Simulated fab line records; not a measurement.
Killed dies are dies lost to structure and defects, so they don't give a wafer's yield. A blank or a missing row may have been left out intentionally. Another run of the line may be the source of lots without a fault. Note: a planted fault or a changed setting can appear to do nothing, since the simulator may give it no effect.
2 desks, one fault | flow gf180mcu | only its own numbers are on each desk; what lay behind them is given at the end

== AT THE METROLOGY DESK ==
What the gauges read, lot by lot, whatever tool the lot ran on: means of the sampled wafers that have a number. If a lot's mean is further than 4 standard deviations from the usual mean, the lot is out of limits and carries the mark OUT (the distance appears in the brackets).
Columns: A = LVPWELL_TW at GF_LVPWELL_TW_MEAS_11, usual 564; B = MVPSD_TW at GF_MVPSD_TW_MEAS_11, usual 557; C = VT_IMPLANT_01_OVL at GF_VT_IMPLANT_OVL_MEAS_18, usual -0.5 nm; D = MVPSD_RS at GF_VT_IMPLANT_RS_MEAS_49, usual 1167 ohm/sq
lot  | first seen here | A   | B   | C    | D
L448 | day 4 03:44     | 563 | 554 | -1.1 | 1167
L451 | day 4 20:14     | 567 | 551 | -1.9 | 1168
L453 | day 5 06:28     | 570 | 562 | -1.2 | 1170
L455 | day 5 20:17     | 571 | 578 | -0.2 | 1040 (-40) OUT
L457 | day 6 08:20     | 571 | 575 | -0.6 | 1037 (-41) OUT
L461 | day 7 05:46     | 560 | 552 | 0.4  | 1169
L462 | day 7 10:37     | 567 | 552 | -1.3 | 1164
L463 | day 7 16:46     | 568 | 568 | -0.5 | 1168
L465 | day 8 01:10     | 557 | 558 | -0.2 | 1165
L467 | day 8 12:40     | 561 | 565 | 1.7  | 1171
L468 | day 8 18:55     | 562 | 552 | -1.2 | 1163
L470 | day 9 06:32     | 561 | 560 | 0.1  | 1173
This desk's result: L455, L457 out of limits, first on L455 (MVPSD_RS at GF_VT_IMPLANT_RS_MEAS_49), day 9 20:46. Within limits: L448, L451, L453, L461, L462, L463, L465, L467, L468, L470.

== AT THE TOOL OWNER'S DESK: implanter-04 ==
GF_MVPSD_IMPLANT_09, tool's own readings: per-lot mean of the sampled wafers with a number, covering each lot this tool ran. If a lot's mean is further than 4 standard deviations from the usual mean, the lot is out of limits and carries the mark OUT (the distance appears in the brackets).
Columns: A = dose-ions-cm2 at GF_MVPSD_IMPLANT_09, usual 5e+12; B = faraday-current-uA at GF_MVPSD_IMPLANT_09, usual 28.2
lot  | first seen here | A                       | B
L451 | day 6 01:57     | 5e+12                   | 27.9
L453 | day 6 13:06     | 5e+12                   | 28.8
L455 | day 7 02:28     | 9e+12 (+99 or more) OUT | 49.1 (+39) OUT
L457 | day 7 15:31     | 9e+12 (+99 or more) OUT | 48.4 (+38) OUT
L467 | day 9 23:23     | 5e+12                   | 28.2
L468 | day 10 05:28    | 5e+12                   | 27.9
This desk's finding: out of limits on L455, L457; first on L455, day 7 02:28 (dose-ions-cm2 at GF_MVPSD_IMPLANT_09). Within limits: L451, L453, L467, L468.

== BROUGHT TOGETHER ==
At day 7 02:28, on L455, L457, the tool owner's desk was in a position to raise an alarm.
L455, L457 would have let the metrology desk raise an alarm at day 9 20:46.
All the named lots went through GF_MVPSD_IMPLANT_09 on implanter-04.

== WHAT WAS PUT IN BY THE SIMULATOR ==
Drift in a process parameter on implanter-04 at GF_MVPSD_IMPLANT_09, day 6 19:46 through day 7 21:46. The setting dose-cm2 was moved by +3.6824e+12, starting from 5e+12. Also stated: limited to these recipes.
Lots struck among those shown: L455, L457.
Delay (hours) between the fault's onset and each desk's first out-of-limits reading: 7 at the tool owner's desk, 73 at the metrology desk.
